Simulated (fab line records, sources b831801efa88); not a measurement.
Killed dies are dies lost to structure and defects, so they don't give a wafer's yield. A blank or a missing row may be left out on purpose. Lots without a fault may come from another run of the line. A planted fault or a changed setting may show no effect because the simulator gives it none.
One fault seen from 2 desks | flow gf180mcu | each desk has only its own numbers; what lay behind them comes last

THE METROLOGY DESK
What the gauges read, lot by lot, whatever tool the lot ran on: means of the sampled wafers that have a number. A lot is out of limits, marked OUT, if its mean lies more than 4 standard deviations from the usual mean; the brackets give that distance.
Columns: A = TOP_METAL_ALCU_THK at GF_TOP_METAL_THK_MEAS_06, usual 900 nm
lot  | first seen here | A
L801 | day 27 08:53    | 903
L803 | day 28 08:58    | 918
L804 | day 28 21:50    | 904
L805 | day 29 00:29    | 909
L806 | day 29 03:23    | 910
L807 | day 29 03:43    | 903
L808 | day 29 22:40    | 882
L810 | day 30 15:59    | 907
L812 | day 30 19:04    | 906
L813 | day 30 22:19    | 895
L814 | day 31 11:32    | 889
L815 | day 31 16:00    | 908
L821 | day 33 04:25    | 895
L822 | day 33 07:29    | 901
This desk's finding: nothing out of limits on any of the 14 lots.

THE TOOL OWNER'S DESK: pvd_sputter-01
The tool's own readings at GF_V4_SPUTTER_22 (material TiN, target thk 10 nm, time 40 s): means of the sampled wafers that have a number, for each lot that ran on this tool. A lot is out of limits, marked OUT, if its mean lies more than 4 standard deviations from the usual mean; the brackets give that distance.
Columns: A = throttle_valve_pct at GF_V4_SPUTTER_22, usual 29.7 %
lot  | first seen here | A
L801 | day 24 12:28    | 29.5
L803 | day 25 15:11    | 29.0
L806 | day 26 10:35    | 30.2
L808 | day 27 06:26    | 29.0
L810 | day 28 02:14    | 29.5
L812 | day 28 04:47    | 29.0
L815 | day 29 03:59    | 29.5
This desk's finding: nothing out of limits on any of the 7 lots.

PUT TOGETHER
The metrology desk saw nothing out of limits.
The tool owner's desk saw nothing out of limits.

WHAT THE SIMULATOR HAD PUT IN
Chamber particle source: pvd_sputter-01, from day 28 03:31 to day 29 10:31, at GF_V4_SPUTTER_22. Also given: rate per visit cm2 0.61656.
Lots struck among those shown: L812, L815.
